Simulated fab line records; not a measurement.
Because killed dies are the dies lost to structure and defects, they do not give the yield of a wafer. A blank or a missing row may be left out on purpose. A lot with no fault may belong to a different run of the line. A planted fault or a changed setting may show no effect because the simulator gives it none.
Which tool did it?    flow sky130    11 lots, 33 wafers sampled, at 3 steps of a route of 708

WHAT THE GAUGES READ, wafer by wafer
SKY_GATE_OXIDE_THK_MEAS_02. Usual: GATE_OXIDE_OXIDATION_00_THK 9.51 nm, standard deviation 0.19.
lot   measured      on             GATE_OXIDE_OXIDATION_00_THK (nm)  flag
L148  day 12 19:10  film_metro-01  9.30 9.21 9.32                    
L151  day 13 13:48  film_metro-04  9.16 9.18 9.33                    
L153  day 14 17:08  film_metro-04  15.26 15.52 15.41                 OFF
L154  day 14 19:46  film_metro-01  9.61 9.63 9.78                    
L155  day 15 05:37  film_metro-02  9.71 9.71 9.71                    
L157  day 15 22:02  film_metro-01  9.48 9.71 9.64                    
L160  day 16 22:50  film_metro-02  15.47 15.70 15.77                 OFF
L161  day 17 15:44  film_metro-01  15.90 15.90 15.82                 OFF
L165  day 18 16:01  film_metro-02  9.28 9.48 9.44                    
L167  day 19 08:25  film_metro-04  9.48 9.63 9.75                    
L170  day 20 22:05  film_metro-04  9.48 9.63 9.43                    

WHICH TOOL RAN EACH LOT (tool, then ch and the chambers of the sampled wafers, then the start)
lot   SKY_FIELD_ISO_ETCH_15              SKY_GATE_OXIDE_OXIDATION_01
L148  rie_diel-03 ch 1,2,3, day 2 05:59  furnace-01 ch 0, day 12 17:46
L151  rie_diel-03 ch 1,2,3, day 2 20:03  furnace-02 ch 0, day 13 12:23
L153  rie_diel-04 ch 2,3, day 3 08:16    furnace-01 ch 0, day 14 12:40
L154  rie_diel-03 ch 1,2,3, day 3 12:46  furnace-02 ch 0, day 14 18:22
L155  rie_diel-01 ch 0,3, day 3 18:52    furnace-02 ch 0, day 15 04:11
L157  rie_diel-03 ch 0,1,2, day 4 04:25  furnace-02 ch 0, day 15 20:38
L160  rie_diel-03 ch 0,3, day 4 19:57    furnace-02 ch 0, day 16 18:49
L161  rie_diel-03 ch 0,1,3, day 5 01:18  furnace-02 ch 0, day 17 11:28
L165  rie_diel-01 ch 0,1,3, day 5 20:52  furnace-01 ch 0, day 18 14:37
L167  rie_diel-03 ch 2,3, day 6 07:39    furnace-02 ch 0, day 19 07:00
L170  rie_diel-04 ch 0,1,3, day 7 01:12  furnace-02 ch 0, day 20 20:41
- SKY_FIELD_ISO_ETCH_15: etches the open film in CHF3/O2, stops on Si, target depth 180 nm, time 72 s.
- SKY_GATE_OXIDE_OXIDATION_01: stabilise 600 s, purge 300 s, target thk 10.268 nm.

AS READ BY THE TOOLS THEMSELVES (means over the sampled wafers that have a number; for cases with no such wafer, the mark the record gives instead)
SKY_FIELD_ISO_ETCH_15. Usual: drypump_motor_current_A 5.6 A, standard deviation 0.47; oes_product_au 0.948 a.u., standard deviation 0.0067; throttle_valve_pct 8.844 %, standard deviation 0.0097.
lot   tool         drypump_motor_current_A (A)  oes_product_au (a.u.)  throttle_valve_pct (%)  flag
L148  rie_diel-03  5.9                          0.952                  8.843                   
L151  rie_diel-03  5.9                          0.946                  8.844                   
L153  rie_diel-04  5.0                          0.953                  8.839                   
L154  rie_diel-03  6.0                          0.947                  8.840                   
L155  rie_diel-01  5.6                          0.950                  8.844                   
L157  rie_diel-03  5.6                          0.948                  8.846                   
L160  rie_diel-03  5.3                          0.939                  8.847                   
L161  rie_diel-03  5.8                          0.961                  8.847                   
L165  rie_diel-01  5.5                          0.937                  8.850                   
L167  rie_diel-03  5.7                          0.940                  8.835                   
L170  rie_diel-04  5.5                          0.950                  8.839                   

SKY_GATE_OXIDE_OXIDATION_01. Usual: tube_center_temp_C_max at 895.6, with a standard deviation of 0.4.
lot   tool        tube_center_temp_C_max  flag
L148  furnace-01  895.6                   
L151  furnace-02  895.5                   
L153  furnace-01  895.6                   
L154  furnace-02  895.3                   
L155  furnace-02  895.6                   
L157  furnace-02  895.7                   
L160  furnace-02  895.9                   
L161  furnace-02  895.6                   
L165  furnace-01  895.6                   
L167  furnace-02  895.3                   
L170  furnace-02  896.1                   

THE ANSWER, worked out from the rows above alone
Rule: a lot is off if the mean of its wafers that have a number lies more than 3 standard deviations from the usual mean. A lot without any number at a reading at which 4 lots or more have one is off too. Any other lot the step has rows for is counted as sound. The gauges are gone through in route order, then the tools' own readings, and for those a lot's mean is taken as printed above. At the first step where some lot is off, the reading lying furthest off is the one used; lots without a number count as furthest.
Off: L153, L160, L161, at SKY_GATE_OXIDE_THK_MEAS_02 (GATE_OXIDE_OXIDATION_00_THK).
If a tool, at a process step before that reading, ran all the lots that are off and no sound lot after the first of them, it fits. Those tools and the gauges at SKY_GATE_OXIDE_THK_MEAS_02 are tried in the same way. Of those tried, none fits.

WHAT THE SIMULATOR HAD PUT IN
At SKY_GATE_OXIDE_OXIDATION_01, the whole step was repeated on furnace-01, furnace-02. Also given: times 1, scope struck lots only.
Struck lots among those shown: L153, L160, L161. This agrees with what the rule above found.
